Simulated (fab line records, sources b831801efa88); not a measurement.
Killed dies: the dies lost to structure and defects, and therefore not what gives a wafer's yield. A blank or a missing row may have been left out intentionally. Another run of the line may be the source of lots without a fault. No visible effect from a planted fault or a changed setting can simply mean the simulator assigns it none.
8D (eight disciplines) problem report, filled in by code | flow gf180mcu | the parts of the form that need people (team, actions taken, sign-off) are left out

1. WHAT IS WRONG
Mean of spin-speed-rpm at GF_HV_LDD_COAT_14: 2848.7 rpm across 12 wafers in 4 lots; on wafers with no fault it is 3000.1 rpm (standard deviation 1.9). That is -80 standard deviations from the usual mean.
The step: resist thk 1000 nm.
Earliest sighting: wafer L520.1 on litho-track-03 at day 14 23:07. The record has a number at this step for 39 wafers belonging to 13 lots. By rule, "out" or "out of limits" means more than 4 standard deviations away from the usual mean. The other wafers with a number count as sound.

2. WHAT IT IS, WHAT IT ISN'T
question                    | is                     | is not
which readings at this step | spin-speed-rpm         | -
which lots                  | L520, L522, L523, L524 | L505, L509, L510, L512, L513, L516, L517, L519, L521
which wafers of those lots  | all that have a number | -
read on which tools         | litho-track-03         | litho-track-01, litho-track-02
when                        | from day 14 23:07      | up to then (24 sound wafers); but 3 sound wafers of L521 came after

3. SUSPECTS, AND WHAT RULES EACH OUT
Counting: a tool stays on the suspect list if, at a process step up to the reading, it processed all lots that are out and no sound lot following the first of them.
- litho-track-03 at GF_HV_LDD_COAT_14 (resist thk 1000 nm): kept. It ran every lot that is out, first L520 (day 14 23:07), and no sound lot after that; its last sound lot up to then is L519 (day 14 17:43). Its own spin-speed-rpm readings are out on those wafers.
After counting, what remains is litho-track-03 at GF_HV_LDD_COAT_14.

4. THE CAUSE (what the simulator had put in)
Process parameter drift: litho-track-03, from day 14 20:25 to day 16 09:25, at GF_HV_LDD_COAT_14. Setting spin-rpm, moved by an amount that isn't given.
The count eliminated every tool but this one.

5. THE CHAIN OF EFFECTS, in route order
One row per reading whose mean, taken over the struck wafers that have a number, lies over 3 standard deviations from the usual. Readings are gone through only where the record gives a usual standard deviation; hours: the median, over the lots, of the time from a lot's start at the first step in this table giving one to that lot's start at this step; sigmas: the change measured in usual standard deviations.
hours | step               | reading                  | usual      | on struck wafers | change | sigmas
0     | GF_HV_LDD_COAT_14  | spin-speed-rpm           | 3000.1 rpm | 2848.7           | -151.4 | -80
12    | GF_HV_LDD_STRIP_22 | strip-time-to-endpoint-s | 12.63 s    | 12.84            | +0.21  | +5.5
Here are the process steps it includes:
- GF_HV_LDD_COAT_14: resist thk 1000 nm.
- GF_HV_LDD_STRIP_22: strips in O2/N2.
At these later measuring or inspecting steps, every struck wafer for which the step has a row has a number for every such reading, and none has moved that far: GF_HV_LDD_CD_MEAS_46, GF_HV_LDD_THK_MEAS_57, GF_PSD_RS_MEAS_14.

6. HOW IT WOULD HAVE BEEN CAUGHT EARLIER
In this record no reading fell out of limits until day 14 23:07, 3 hours after the fault had begun at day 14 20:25.
